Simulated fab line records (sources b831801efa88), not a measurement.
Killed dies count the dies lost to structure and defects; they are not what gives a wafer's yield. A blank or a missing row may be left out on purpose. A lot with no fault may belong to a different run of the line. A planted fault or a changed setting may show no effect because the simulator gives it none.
Which tool is to blame? + flow sky130 + Sampling: 13 lots, 39 wafers, 3 of 708 route steps

## WHAT EACH GAUGE READ, for each wafer
SKY_CAP2M_THK_MEAS_04: measures by xrf.
| lot  | measured     | on            | CAP2M_TIN_THK (nm) |
|------|--------------|---------------|--------------------|
| L696 | day 39 09:23 | film-metro-01 | 197.6 200.4 195.1  |
| L697 | day 39 11:59 | film-metro-02 | 196.3 199.5 198.3  |
| L698 | day 40 04:38 | film-metro-02 | 199.4 198.4 198.1  |
| L699 | day 40 07:42 | film-metro-02 | 200.3 199.9 200.2  |
| L701 | day 41 12:58 | film-metro-01 | 196.3 197.7 196.3  |
| L702 | day 41 18:26 | film-metro-01 | 197.9 200.5 198.7  |
| L703 | day 41 22:05 | film-metro-01 | 198.2 196.3 196.3  |
| L704 | day 42 10:29 | film-metro-04 | 196.4 196.7 198.6  |
| L709 | day 43 19:51 | film-metro-01 | 198.1 200.0 195.6  |
| L715 | day 44 23:39 | film-metro-04 | 194.3 196.0 194.5  |
| L714 | day 45 02:41 | film-metro-01 | 198.4 196.8 194.8  |
| L717 | day 45 13:14 | film-metro-04 | 200.3 200.7 197.6  |
| L718 | day 45 15:43 | film-metro-01 | 197.9 199.9 197.7  |

SKY_METAL4_OVL_MEAS_14.
| lot  | measured     | on         | METAL4_OVL (nm) |
|------|--------------|------------|-----------------|
| L696 | day 41 10:33 | overlay-02 | 2 2 5           |
| L697 | day 41 12:29 | overlay-02 | 5 5 -1          |
| L698 | day 42 05:09 | overlay-02 | 1 3 -2          |
| L699 | day 42 08:03 | overlay-01 | 2 6 5           |
| L701 | day 43 12:15 | overlay-01 | 5 5 4           |
| L702 | day 43 17:33 | overlay-01 | 8 13 6          |
| L703 | day 43 20:22 | overlay-01 | -5 -8 -3        |
| L704 | day 44 08:27 | overlay-01 | 2 1 2           |
| L709 | day 45 15:34 | overlay-01 | 3 5 3           |
| L715 | day 46 16:45 | overlay-01 | 9 4 8           |
| L714 | day 46 19:09 | overlay-01 | -4 -7 -1        |
| L717 | day 47 06:04 | overlay-01 | -5 -2 -6        |
| L718 | day 47 08:11 | overlay-01 | -2 -2 -3        |

## EACH LOT AND THE TOOL THAT RAN IT (in order: tool; ch and the chambers of the sampled wafers; start)
| lot  | SKY_METAL4_SPUTTER_03        |
|------|------------------------------|
| L696 | pvd-sputter-04, day 39 09:00 |
| L697 | pvd-sputter-01, day 39 11:36 |
| L698 | pvd-sputter-04, day 40 04:14 |
| L699 | pvd-sputter-02, day 40 07:11 |
| L701 | pvd-sputter-04, day 41 12:34 |
| L702 | pvd-sputter-01, day 41 18:02 |
| L703 | pvd-sputter-01, day 41 21:42 |
| L704 | pvd-sputter-02, day 42 10:05 |
| L709 | pvd-sputter-02, day 43 19:27 |
| L715 | pvd-sputter-04, day 44 23:15 |
| L714 | pvd-sputter-04, day 45 02:18 |
| L717 | pvd-sputter-02, day 45 12:52 |
| L718 | pvd-sputter-02, day 45 15:20 |
- SKY_METAL4_SPUTTER_03: material Ti, target thk 5 nm, time 3.3 s.

## AS READ BY THE TOOLS THEMSELVES (means over the sampled wafers that have a number; for cases with no such wafer, the mark the record gives instead)
SKY_METAL4_SPUTTER_03.
| lot  | tool           | throttle-valve-pct (%) |
|------|----------------|------------------------|
| L696 | pvd-sputter-04 | 29.2                   |
| L697 | pvd-sputter-01 | 30.2                   |
| L698 | pvd-sputter-04 | 29.4                   |
| L699 | pvd-sputter-02 | 30.1                   |
| L701 | pvd-sputter-04 | 29.3                   |
| L702 | pvd-sputter-01 | 29.6                   |
| L703 | pvd-sputter-01 | 30.2                   |
| L704 | pvd-sputter-02 | 30.3                   |
| L709 | pvd-sputter-02 | 30.5                   |
| L715 | pvd-sputter-04 | 28.8                   |
| L714 | pvd-sputter-04 | 29.1                   |
| L717 | pvd-sputter-02 | 30.2                   |
| L718 | pvd-sputter-02 | 30.2                   |

## THE ANSWER, worked out from the rows above alone
Rule: usual is defined by the lots themselves. Put in order of their means at a reading, lots are off if they are a third of the lots or fewer, leave a main group of 4 or more, and stand apart from it by a gap of 3 or more times the standard deviation of the main group's means; of several such gaps the widest counts. A main group is skipped when, at the precision printed for the reading in the tables above, its means are all equal. Also off: a lot with no number at a reading for which 4 or more lots have one. All remaining lots with rows at the step are treated as sound. After the gauges, taken in route order, come the tools' own readings; for these a lot's mean is taken, as printed above. At the first step where some lot is off, the reading lying furthest off is the one used; lots without a number count as furthest.
Across all readings shown, no lot is off: no conclusion can be drawn from this.

## WHAT THE SIMULATOR HAD INSERTED
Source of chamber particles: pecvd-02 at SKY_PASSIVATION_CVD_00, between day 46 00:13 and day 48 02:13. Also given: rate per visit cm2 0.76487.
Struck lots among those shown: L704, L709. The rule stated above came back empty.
